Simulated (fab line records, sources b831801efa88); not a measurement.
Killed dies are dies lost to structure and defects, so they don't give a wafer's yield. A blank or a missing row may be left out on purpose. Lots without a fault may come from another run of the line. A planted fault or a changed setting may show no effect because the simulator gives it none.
Chamber matching | flow gf180mcu | GF_STI_ETCH_14 on rie_si-02: 4 sister chambers
The step etches Si in HBr/Cl2/O2, target depth 360 nm, time 102.9 s. 7 wafers are shown with their chamber, then 7 later ones without.

WAFERS WITH THEIR CHAMBER
wafer  | chamber | drypump_motor_current_A (A) | throttle_valve_pct (%)
L499.4 | 3       | 5.9                         | 25.677
L503.1 | 2       | 5.8                         | 25.651
L503.6 | 2       | 5.8                         | 25.643
L506.1 | 0       | 5.3                         | 25.644
L506.5 | 1       | 5.0                         | 25.656
L509.1 | 1       | 4.9                         | 25.665
L509.2 | 0       | 5.3                         | 25.644

WAFERS WITHOUT THEIR CHAMBER
wafer  | drypump_motor_current_A (A) | throttle_valve_pct (%)
L509.4 | 5.9                         | 25.669
L511.1 | 5.0                         | 25.658
L511.2 | 5.3                         | 25.626
L511.6 | 4.9                         | 25.651
L513.1 | 5.8                         | 25.657
L513.4 | 5.3                         | 25.662
L513.5 | 5.8                         | 25.650

WHICH CHAMBER EACH WENT THROUGH
wafer  | from the rows above | in truth
L509.4 | 3                   | 3
L511.1 | 1                   | 1
L511.2 | 0                   | 0
L511.6 | 1                   | 1
L513.1 | 2                   | 2
L513.4 | 0                   | 0
L513.5 | 2                   | 2
Placed correctly: 7 of 7. Can't be placed from these rows: 0. Placed wrongly: 0.
How it was worked out, from the rows above alone: a wafer's distance from a chamber is the root of the sum, over the readings, of the square of ((its reading less the chamber's mean) divided by the reading's scatter). The wafer belongs to the nearest chamber; if the next one is less than 2 further off, it can't be placed. A chamber's mean is the mean of its shown wafers. The scatter: the root of (the sum of the squares of (reading less its chamber's mean) over the shown wafers, divided by (wafers less chambers)).
